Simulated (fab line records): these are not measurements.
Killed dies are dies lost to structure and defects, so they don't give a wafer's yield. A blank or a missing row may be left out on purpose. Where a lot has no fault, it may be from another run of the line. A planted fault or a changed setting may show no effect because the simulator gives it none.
fab line records	flow sky130	part 1 of 2: steps 1 to 43 of 44
record: lots: 7	wafers: 21	last_day: 50
route steps=708 shown VIA2@525 METAL3@532 CAPM@537 PAD_OPEN@708
lots that met no fault: from a run of the same line without faults
start_h: start of the lot's first displayed wafer, in hours after the record's first day	wait_h: how many hours have passed since the lot's step before this one	" identical to the entry in the row above	L1.1+2: a row that stands for several wafers	- no value present, or no start provided	* or withheld: withheld	< > ~ a bound
route shown NAME@n: NAME is a module with steps in the file, n the number in the route of the first one	usual: mean/standard deviation of fault-free wafers	same: alike in all rows	chamber/n: place in a boat	sites: readings site by site	_std_site: the values' standard deviation	_edge_site: outer sites' mean less inner sites'	radius_mm: for every site, how far away it sits from the centre of the wafer	mask NAME#n: copy n	behind: the tool/chamber that last shaped the wafer	hold: cause of the lot's hold/its duration in hours/its outcome	device: transistor that didn't switch, given as n, p or np	end of line: the tests these same wafers got at the end of their route	step lacking rows: just its recipe	killed: dies lost to structure and defects at the first sort, not the wafer's yield	map: per-die view of a wafer (x killed, . not killed, _ where there is no die)
set.NAME: setting as actually run; set.NAME@STEP: the setting as run at that earlier step	model.NAME: the simulator's own value behind a step, which no gauge read
a table for each step, a row for each wafer; lots at some steps of the route
services: when a tool's chamber went out of use (start_h, in hours from the record's first day, below 0 if earlier), for how many hours, and the reason
== steps ==
step: SKY_VIA2_CLEAN_18
recipe: chemistry: IPA	time_s: 180	temp_c: 25
step: SKY_VIA2_CLEAN_19
recipe: chemistry: O3/DIW	dry: n2_spin
step: SKY_VIA2_SPUTTER_20
recipe: material: TiN	target_thk_nm: 20	chamber_pressure_pa: 5	power_w: 4000	time_s: 80
step: SKY_VIA2_CVD_21
recipe: material: W	target_thk_nm: 420	time_s: 126.4	temp_c: 400	pressure_torr: 40
usual: heater_power_w: 851/110
lot.wafer	tool	chamber	start_h	wait_h	heater_power_w
L136.1	cvd_w-01	1	909.01	0.0	743
L136.2	"	0	"	"	838
L136.3	"	0	"	"	854
L138.2	cvd_w-01	0	912.94	0.0	853
L138.4	"	0	"	"	861
L138.5	"	1	"	"	734
L145.1	cvd_w-02	1	947.11	0.0	1053
L145.4	"	0	"	"	769
L145.5	"	1	"	"	1045
L147.2	cvd_w-02	1	958.61	0.0	1027
L147.3	"	1	"	"	1046
L147.4	"	0	"	"	776
L149.2	cvd_w-01	0	967.99	0.0	825
L149.4	"	0	"	"	843
L149.6	"	0	"	"	830
L152.3	cvd_w-01	0	995.02	0.1	863
L152.4	"	1	"	"	763
L152.5	"	1	"	"	740
L154.2	cvd_w-02	0	1002.85	0.0	750
L154.3	"	1	"	"	1039
L154.5	"	1	"	"	1022
step: SKY_VIA2_RS_MEAS_22
recipe: thk_meas_gauge: four-point-probe	reads: W_of_VIA2_CVD_21+TiN_of_VIA2_SPUTTER_20
usual: VIA2_W_RS: 0.2735/0.0028
lot.wafer	tool	chamber	start_h	wait_h	VIA2_W_RS[ohm/sq]
L136.1	film_metro-04	-	909.15	0.1	0.2740
L136.2	"	-	"	"	0.2781
L136.3	"	-	"	"	0.2775
L138.2	film_metro-03	-	913.09	0.1	0.2749
L138.4	"	-	"	"	0.2728
L138.5	"	-	"	"	0.2754
L145.1	film_metro-04	-	947.24	0.1	0.2729
L145.4	"	-	"	"	0.2672
L145.5	"	-	"	"	0.2729
L147.2	film_metro-03	-	958.77	0.1	0.2751
L147.3	"	-	"	"	0.2762
L147.4	"	-	"	"	0.2722
L149.2	film_metro-03	-	968.14	0.1	0.2705
L149.4	"	-	"	"	0.2717
L149.6	"	-	"	"	0.2699
L152.3	film_metro-03	-	995.15	0.1	0.2701
L152.4	"	-	"	"	0.2694
L152.5	"	-	"	"	0.2734
L154.2	film_metro-04	-	1003.42	0.5	0.2740
L154.3	"	-	"	"	0.2748
L154.5	"	-	"	"	0.2719
step: SKY_VIA2_THK_MEAS_23
recipe: thk_meas_gauge: xrf	reads: W_of_VIA2_CVD_21
usual: VIA2_W_THK: 420/5
lot.wafer	tool	chamber	start_h	wait_h	VIA2_W_THK[nm]
L136.1	film_metro-04	-	909.27	0.1	424
L136.2	"	-	"	"	415
L136.3	"	-	"	"	414
L138.2	film_metro-03	-	913.20	0.1	419
L138.4	"	-	"	"	422
L138.5	"	-	"	"	417
L145.1	film_metro-04	-	947.36	0.1	423
L145.4	"	-	"	"	429
L145.5	"	-	"	"	423
L147.2	film_metro-03	-	958.88	0.1	418
L147.3	"	-	"	"	415
L147.4	"	-	"	"	419
L149.2	film_metro-03	-	968.25	0.1	422
L149.4	"	-	"	"	422
L149.6	"	-	"	"	423
L152.3	film_metro-03	-	995.25	0.1	424
L152.4	"	-	"	"	423
L152.5	"	-	"	"	422
L154.2	film_metro-04	-	1003.53	0.1	422
L154.3	"	-	"	"	422
L154.5	"	-	"	"	424
step: SKY_VIA2_CMP_24
recipe: stop_on: SiO2	t_overpolish_s: 20	down_force_psi: 3.5	platen_rpm: 60	target_thk_nm: 0	pad_velocity_m_s: 0.94248
step: SKY_METAL3_SPUTTER_00
recipe: material: Ti	target_thk_nm: 15	power_w: 3000	time_s: 10	chamber_pressure_pa: 0.4
step: SKY_METAL3_SPUTTER_01
recipe: material: TiN	target_thk_nm: 20	power_w: 6500	time_s: 16.7	chamber_pressure_pa: 0.4
usual: throttle_valve_pct: 29.2/0.95
lot.wafer	tool	chamber	start_h	wait_h	throttle_valve_pct
L136.1	pvd_sputter-04	-	909.65	0.0	29.1
L136.2	"	-	"	"	29.3
L136.3	"	-	"	"	26.9
L138.2	pvd_sputter-04	-	913.57	0.0	29.0
L138.4	"	-	"	"	29.0
L138.5	"	-	"	"	29.4
L145.1	pvd_sputter-03	-	947.74	0.0	29.5
L145.4	"	-	"	"	29.0
L145.5	"	-	"	"	30.2
L147.2	pvd_sputter-04	-	959.25	0.0	29.0
L147.3	"	-	"	"	29.1
L147.4	"	-	"	"	26.8
L149.2	pvd_sputter-03	-	968.62	0.0	29.1
L149.4	"	-	"	"	29.7
L149.6	"	-	"	"	30.2
L152.3	pvd_sputter-04	-	995.61	0.0	29.3
L152.4	"	-	"	"	29.0
L152.5	"	-	"	"	29.7
L154.2	pvd_sputter-01	-	1003.90	0.0	30.8
L154.3	"	-	"	"	30.7
L154.5	"	-	"	"	29.5
step: SKY_METAL3_SPUTTER_02
recipe: material: AlCu	target_thk_nm: 735	power_w: 10600	time_s: 39.1	chamber_pressure_pa: 0.4163
usual: throttle_valve_pct: 29.2/0.92
lot.wafer	tool	chamber	start_h	wait_h	throttle_valve_pct
L136.1	pvd_sputter-04	-	909.67	0.0	29.1
L136.2	"	-	"	"	29.1
L136.3	"	-	"	"	27.1
L138.2	pvd_sputter-04	-	913.60	0.0	28.8
L138.4	"	-	"	"	29.2
L138.5	"	-	"	"	29.2
L145.1	pvd_sputter-03	-	947.77	0.0	29.7
L145.4	"	-	"	"	29.1
L145.5	"	-	"	"	29.9
L147.2	pvd_sputter-04	-	959.27	0.0	29.0
L147.3	"	-	"	"	29.1
L147.4	"	-	"	"	27.1
L149.2	pvd_sputter-03	-	968.65	0.0	29.1
L149.4	"	-	"	"	29.6
L149.6	"	-	"	"	30.1
L152.3	pvd_sputter-04	-	995.63	0.0	29.1
L152.4	"	-	"	"	29.1
L152.5	"	-	"	"	29.8
L154.2	pvd_sputter-01	-	1003.93	0.0	30.6
L154.3	"	-	"	"	30.3
L154.5	"	-	"	"	29.6
step: SKY_METAL3_SPUTTER_03
recipe: material: Ti	target_thk_nm: 5	power_w: 3000	time_s: 3.3	chamber_pressure_pa: 0.4
usual: throttle_valve_pct: 29.2/0.92
lot.wafer	tool	chamber	start_h	wait_h	throttle_valve_pct
L136.1	pvd_sputter-04	-	909.71	0.0	28.9
L136.2	"	-	"	"	29.4
L136.3	"	-	"	"	27.1
L138.2	pvd_sputter-04	-	913.63	0.0	29.1
L138.4	"	-	"	"	29.0
L138.5	"	-	"	"	29.5
L145.1	pvd_sputter-03	-	947.81	0.0	29.8
L145.4	"	-	"	"	29.1
L145.5	"	-	"	"	30.2
L147.2	pvd_sputter-04	-	959.31	0.0	29.0
L147.3	"	-	"	"	29.2
L147.4	"	-	"	"	27.1
L149.2	pvd_sputter-03	-	968.69	0.0	29.5
L149.4	"	-	"	"	29.6
L149.6	"	-	"	"	30.1
L152.3	pvd_sputter-04	-	995.67	0.0	29.4
L152.4	"	-	"	"	29.2
L152.5	"	-	"	"	29.5
L154.2	pvd_sputter-01	-	1003.97	0.0	30.4
L154.3	"	-	"	"	30.4
L154.5	"	-	"	"	29.1
step: SKY_METAL3_SPUTTER_04
recipe: material: TiN	target_thk_nm: 70	power_w: 6500	time_s: 58.3	chamber_pressure_pa: 0.4
step: SKY_CAPM_CVD_00
recipe: material: SiO2	target_thk_nm: 15.5	temp_c: 400	time_s: withheld	rf_w: 450
usual: heater_power_w: 749/130
lot.wafer	tool	chamber	start_h	wait_h	heater_power_w
L136.1	pecvd-03	2	909.78	0.0	675
L136.2	"	1	"	"	650
L136.3	"	0	"	"	701
L138.2	pecvd-01	2	913.70	0.0	1015
L138.4	"	1	"	"	926
L138.5	"	2	"	"	1040
L145.1	pecvd-01	2	947.87	0.0	1006
L145.4	"	0	"	"	644
L145.5	"	2	"	"	986
L147.2	pecvd-01	0	959.38	0.0	683
L147.3	"	2	"	"	934
L147.4	"	1	"	"	909
L149.2	pecvd-01	2	968.75	0.0	870
L149.4	"	2	"	"	872
L149.6	"	0	"	"	671
L152.3	pecvd-03	2	995.74	0.0	776
L152.4	"	0	"	"	740
L152.5	"	2	"	"	735
L154.2	pecvd-02	1	1004.03	0.0	667
L154.3	"	2	"	"	774
L154.5	"	1	"	"	655
step: SKY_CAPM_THK_MEAS_01
recipe: reads: SiO2_of_CAPM_CVD_00
usual: CAPM_CVD_00_THK: 15.40/0.19
lot.wafer	tool	chamber	start_h	wait_h	CAPM_CVD_00_THK[nm]
L136.1	film_metro-02	-	909.80	-	15.14
L136.2	"	-	"	"	15.13
L136.3	"	-	"	"	15.27
L138.2	film_metro-02	-	913.73	-	15.07
L138.4	"	-	"	"	15.34
L138.5	"	-	"	"	14.98
L145.1	film_metro-04	-	947.90	-	15.15
L145.4	"	-	"	"	13.81
L145.5	"	-	"	"	15.21
L147.2	film_metro-03	-	959.41	-	13.53
L147.3	"	-	"	"	15.57
L147.4	"	-	"	"	15.43
L149.2	film_metro-03	-	968.79	-	15.57
L149.4	"	-	"	"	15.67
L149.6	"	-	"	"	13.78
L152.3	film_metro-02	-	995.78	-	15.25
L152.4	"	-	"	"	15.56
L152.5	"	-	"	"	15.36
L154.2	film_metro-03	-	1004.06	-	15.40
L154.3	"	-	"	"	15.35
L154.5	"	-	"	"	15.44
step: SKY_CAPM_SPUTTER_02
recipe: material: TiN	target_thk_nm: 200	temp_c: 300	power_w: 6500	time_s: 166.7	chamber_pressure_pa: 0.4
usual: throttle_valve_pct: 30.1/0.82
lot.wafer	tool	chamber	start_h	wait_h	throttle_valve_pct
L136.1	pvd_sputter-02	-	909.86	0.1	29.7
L136.2	"	-	"	"	31.7
L136.3	"	-	"	"	29.9
L138.2	pvd_sputter-03	-	913.78	0.0	30.1
L138.4	"	-	"	"	29.8
L138.5	"	-	"	"	29.2
L145.1	pvd_sputter-01	-	947.96	0.1	30.7
L145.4	"	-	"	"	29.4
L145.5	"	-	"	"	29.6
L147.2	pvd_sputter-01	-	959.46	0.0	30.4
L147.3	"	-	"	"	29.5
L147.4	"	-	"	"	30.3
L149.2	pvd_sputter-02	-	968.84	0.0	32.1
L149.4	"	-	"	"	29.6
L149.6	"	-	"	"	29.9
L152.3	pvd_sputter-01	-	995.82	0.0	29.5
L152.4	"	-	"	"	30.3
L152.5	"	-	"	"	30.1
L154.2	pvd_sputter-02	-	1004.11	0.0	29.8
L154.3	"	-	"	"	29.9
L154.5	"	-	"	"	29.8
step: SKY_CAPM_RS_MEAS_03
recipe: thk_meas_gauge: four-point-probe	reads: TiN_of_CAPM_SPUTTER_02
usual: CAPM_TIN_RS: 6.91/0.081
lot.wafer	tool	chamber	start_h	wait_h	CAPM_TIN_RS[ohm/sq]
L136.1	film_metro-03	-	909.97	0.1	6.99
L136.2	"	-	"	"	7.05
L136.3	"	-	"	"	6.99
L138.2	film_metro-02	-	913.91	0.1	6.88
L138.4	"	-	"	"	6.89
L138.5	"	-	"	"	6.83
L145.1	film_metro-03	-	948.06	0.1	6.94
L145.4	"	-	"	"	6.90
L145.5	"	-	"	"	6.97
L147.2	film_metro-03	-	959.59	0.1	6.99
L147.3	"	-	"	"	7.06
L147.4	"	-	"	"	7.06
L149.2	film_metro-02	-	968.97	0.1	6.92
L149.4	"	-	"	"	6.89
L149.6	"	-	"	"	6.94
L152.3	film_metro-03	-	995.97	0.1	7.00
L152.4	"	-	"	"	7.01
L152.5	"	-	"	"	6.97
L154.2	film_metro-04	-	1004.24	0.1	6.82
L154.3	"	-	"	"	6.80
L154.5	"	-	"	"	6.81
step: SKY_CAPM_THK_MEAS_04
recipe: thk_meas_gauge: xrf	reads: TiN_of_CAPM_SPUTTER_02
usual: CAPM_TIN_THK: 197.3/2.2
lot.wafer	tool	chamber	start_h	wait_h	CAPM_TIN_THK[nm]
L136.1	film_metro-03	-	910.09	0.1	195.8
L136.2	"	-	"	"	195.1
L136.3	"	-	"	"	194.9
L138.2	film_metro-02	-	914.02	0.1	197.7
L138.4	"	-	"	"	198.0
L138.5	"	-	"	"	200.1
L145.1	film_metro-03	-	948.18	0.1	197.1
L145.4	"	-	"	"	199.2
L145.5	"	-	"	"	196.9
L147.2	film_metro-03	-	959.70	0.1	195.4
L147.3	"	-	"	"	193.3
L147.4	"	-	"	"	193.0
L149.2	film_metro-02	-	969.08	0.1	195.7
L149.4	"	-	"	"	197.1
L149.6	"	-	"	"	196.0
L152.3	film_metro-03	-	996.07	0.1	195.2
L152.4	"	-	"	"	194.7
L152.5	"	-	"	"	197.6
L154.2	film_metro-04	-	1004.35	0.1	201.1
L154.3	"	-	"	"	200.8
L154.5	"	-	"	"	200.5
step: SKY_CAPM_DEHYDRATE_05
recipe: temp_c: 200	time_s: 60
step: SKY_CAPM_HMDS_06
recipe: prime_time_s: 60	prime_temp_c: 120
step: SKY_CAPM_COAT_07
recipe: resist: NOVOLAK	spin_rpm: 3000	resist_thk_nm: 1140
step: SKY_CAPM_SOFTBAKE_08
recipe: temp_c: 90	time_s: 60	resist: NOVOLAK
step: SKY_CAPM_EXPOSE_09
recipe: mask_id: CAPM	na: 0.6	source_shape: conventional	sigma_outer: 0.6	polarization: unpolarized	target_cd_nm: 1000	dose_mj: 159
step: SKY_CAPM_PEB_10
recipe: temp_c: withheld	time_s: *	resist: NOVOLAK
step: SKY_CAPM_DEVELOP_11
recipe: resist: NOVOLAK	developer: TMAH	develop_time_s: 60	dev_temp_c: 23
step: SKY_CAPM_OVL_MEAS_12
usual: CAPM_OVL: 0.4/1.2
lot.wafer	tool	chamber	start_h	wait_h	CAPM_OVL[nm]
L136.1	overlay-01	-	934.38	0.1	1.9
L136.2	"	-	"	"	0.8
L136.3	"	-	"	"	1.7
L138.2	overlay-01	-	938.84	0.1	-0.1
L138.4	"	-	"	"	-0.4
L138.5	"	-	"	"	0.1
L145.1	overlay-02	-	971.46	0.1	0.5
L145.4	"	-	"	"	1.2
L145.5	"	-	"	"	1.8
L147.2	overlay-02	-	983.70	0.1	-2.3
L147.3	"	-	"	"	-1.6
L147.4	"	-	"	"	-1.4
L149.2	overlay-01	-	993.30	0.1	1.7
L149.4	"	-	"	"	1.7
L149.6	"	-	"	"	0.9
L152.3	overlay-02	-	1018.54	0.1	0.4
L152.4	"	-	"	"	-0.5
L152.5	"	-	"	"	0.5
L154.2	overlay-01	-	1026.07	0.1	0.9
L154.3	"	-	"	"	3.1
L154.5	"	-	"	"	-0.5
step: SKY_CAPM_METAL_ETCH_13
recipe: target_depth_nm: 220	stop_on: SiO2	chemistry: Cl2/BCl3	target: TiN	pressure_mtorr: 10	icp_w: 900	bias_w: 48.5	Cl2_flow_sccm: 60	bcl3_flow_sccm: 30	time_s: 62.9
step: SKY_CAPM_STRIP_14
recipe: chemistry: O2/N2	power_w: 1400	pressure_mtorr: 1500	platen_temp_c: withheld	o2_flow_sccm: 3000	n2_flow_sccm: 300	overash_fraction: 0.5
step: SKY_CAPM_STRIP_15
recipe: chemistry: post_etch_residue_remover	time_s: 1200	temp_c: 72.5
step: SKY_CAPM_CLEAN_16
recipe: chemistry: IPA	time_s: 180	temp_c: 25
step: SKY_CAPM_CLEAN_17
recipe: chemistry: O3/DIW	dry: n2_spin
step: SKY_METAL3_DEHYDRATE_05
recipe: temp_c: 200	time_s: 60
step: SKY_METAL3_HMDS_06
recipe: prime_time_s: 60	prime_temp_c: 120
step: SKY_METAL3_COAT_07
recipe: resist: BARC	temp_c: withheld	time_s: withheld	spin_rpm: 3000	resist_thk_nm: 60
step: SKY_METAL3_COAT_08
recipe: resist: KrF-thick	spin_rpm: 3000	resist_thk_nm: 1140
step: SKY_METAL3_SOFTBAKE_09
recipe: temp_c: 100	time_s: 90	resist: KrF-thick
step: SKY_METAL3_EXPOSE_10
recipe: mask_id: MM3	na: 0.68	source_shape: annular	sigma_inner: 0.4	sigma_outer: 0.8	target_cd_nm: 300	dose_mj: 28
step: SKY_METAL3_PEB_11
recipe: peb_temp_c: withheld	peb_time_s: withheld	resist: KrF-thick
step: SKY_METAL3_DEVELOP_12
recipe: develop_time_s: 60	resist: KrF-thick	dev_temp_c: 21.7
step: SKY_METAL3_CD_MEAS_13
recipe: target_cd_nm: 300
usual: cd_nm: 299.6/1.6
lot.wafer	tool	chamber	start_h	wait_h	cd_nm
L136.1	cd_sem-02	-	958.74	-	298.4
L136.2	"	-	"	"	298.3
L136.3	"	-	"	"	297.6
L138.2	cd_sem-02	-	963.62	-	296.9
L138.4	"	-	"	"	298.4
L138.5	"	-	"	"	297.1
L145.1	cd_sem-01	-	996.37	-	301.6
L145.4	"	-	"	"	301.4
L145.5	"	-	"	"	301.3
L147.2	cd_sem-01	-	1007.59	-	297.6
L147.3	"	-	"	"	299.9
L147.4	"	-	"	"	298.0
L149.2	cd_sem-02	-	1016.80	-	297.7
L149.4	"	-	"	"	296.8
L149.6	"	-	"	"	298.3
L152.3	cd_sem-01	-	1041.67	-	303.6
L152.4	"	-	"	"	303.5
L152.5	"	-	"	"	302.0
L154.2	cd_sem-01	-	1049.04	-	300.1
L154.3	"	-	"	"	300.5
L154.5	"	-	"	"	302.6
step: SKY_METAL3_OVL_MEAS_14
usual: METAL3_OVL: 3/5.6
lot.wafer	tool	chamber	start_h	wait_h	METAL3_OVL[nm]
L136.1	overlay-02	-	958.86	0.1	-1
L136.2	"	-	"	"	2
L136.3	"	-	"	"	-5
L138.2	overlay-01	-	963.73	0.1	1
L138.4	"	-	"	"	-1
L138.5	"	-	"	"	-11
L145.1	overlay-01	-	996.49	0.1	10
L145.4	"	-	"	"	0
L145.5	"	-	"	"	6
L147.2	overlay-02	-	1007.70	0.1	-6
L147.3	"	-	"	"	3
L147.4	"	-	"	"	-1
L149.2	overlay-01	-	1016.91	0.1	4
L149.4	"	-	"	"	2
L149.6	"	-	"	"	3
L152.3	overlay-01	-	1041.76	0.1	-2
L152.4	"	-	"	"	4
L152.5	"	-	"	"	6
L154.2	overlay-01	-	1049.15	0.1	1
L154.3	"	-	"	"	10
L154.5	"	-	"	"	7
step: SKY_METAL3_DESCUM_15
recipe: chemistry: O2	source_power_w: 150	bias_power_w: 0	pressure_mtorr: 10	temp_c: 40	time_s: 8
step: SKY_METAL3_ETCH_16
recipe: chemistry: N2/H2	target: BARC	ion_energy_ev: 200	bias_w: 100	pressure_mtorr: 30	n2_flow_sccm: 100	h2_flow_sccm: 200	icp_w: 500	stop_on: SiO2	time_s: 88.2	target_depth_a: 600
step: SKY_METAL3_ETCH_17
recipe: target: SiO2	stop_on: TiN	chemistry: C4F8/O2/Ar	source_w: 1500	bias_w: 1200	pressure_mtorr: 40	c4f8_flow_sccm: withheld	O2_flow_sccm: 6	Ar_flow_sccm: 300	time_s: 3.9	target_depth_a: 150
usual: oes_product_au: 0.752/0.0064
lot.wafer	tool	chamber	start_h	wait_h	oes_product_au	rf_hours_counter_h
L136.1	rie_diel-04	3	959.03	0.1	0.740	18
L136.2	"	1	"	"	0.749	19
L136.3	"	2	"	"	0.750	18
L138.2	rie_diel-04	3	963.89	0.1	0.746	18
L138.4	"	2	"	"	0.747	18
L138.5	"	1	"	"	0.741	-
L145.1	rie_diel-03	2	996.66	0.1	0.737	19
L145.4	"	0	"	"	0.701	14
L145.5	"	0	"	"	0.752	-
L147.2	rie_diel-02	3	1007.86	0.1	0.706	15
L147.3	"	1	"	"	0.756	6
L147.4	"	2	"	"	0.760	14
L149.2	rie_diel-04	2	1017.07	0.1	0.757	20
L149.4	"	1	"	"	0.750	21
L149.6	"	1	"	"	0.713	-
L152.3	rie_diel-02	2	1041.92	0.0	0.749	15
L152.4	"	2	"	"	0.763	-
L152.5	"	1	"	"	0.752	-
L154.2	rie_diel-03	3	1049.31	0.1	0.752	5
L154.3	"	0	"	"	0.756	15
L154.5	"	1	"	"	0.766	-
== key ==
first_sign: step: SKY_CAPM_THK_MEAS_01	reading: CAPM_CVD_00_THK	direction: down	sigmas: 8.7	usual: 15.40	struck: 13.71
effect: step: SKY_METAL3_ETCH_17	reading: oes_product_au	direction: down	sigmas: 7	usual: 0.752	struck: 0.707
model_effect: step: SKY_PAD_OPEN_PROBE_99	value: etest.tester.sort_n_pass	without: 412.3	struck: 358
met_at SKY_CAPM_CVD_00
struck_wafers L145.4,L147.2,L149.6
fault: kind: site_profile_drift	tool: pecvd-01	chamber: 0	onset_h: 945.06	steps: SKY_CAPM_CVD_00	basis: fraction	max_abs_drift: 0.26174	slope_share_per_hr: 58.163	site_pattern: 0,0,0,0,0,-1,-1,-1,-1
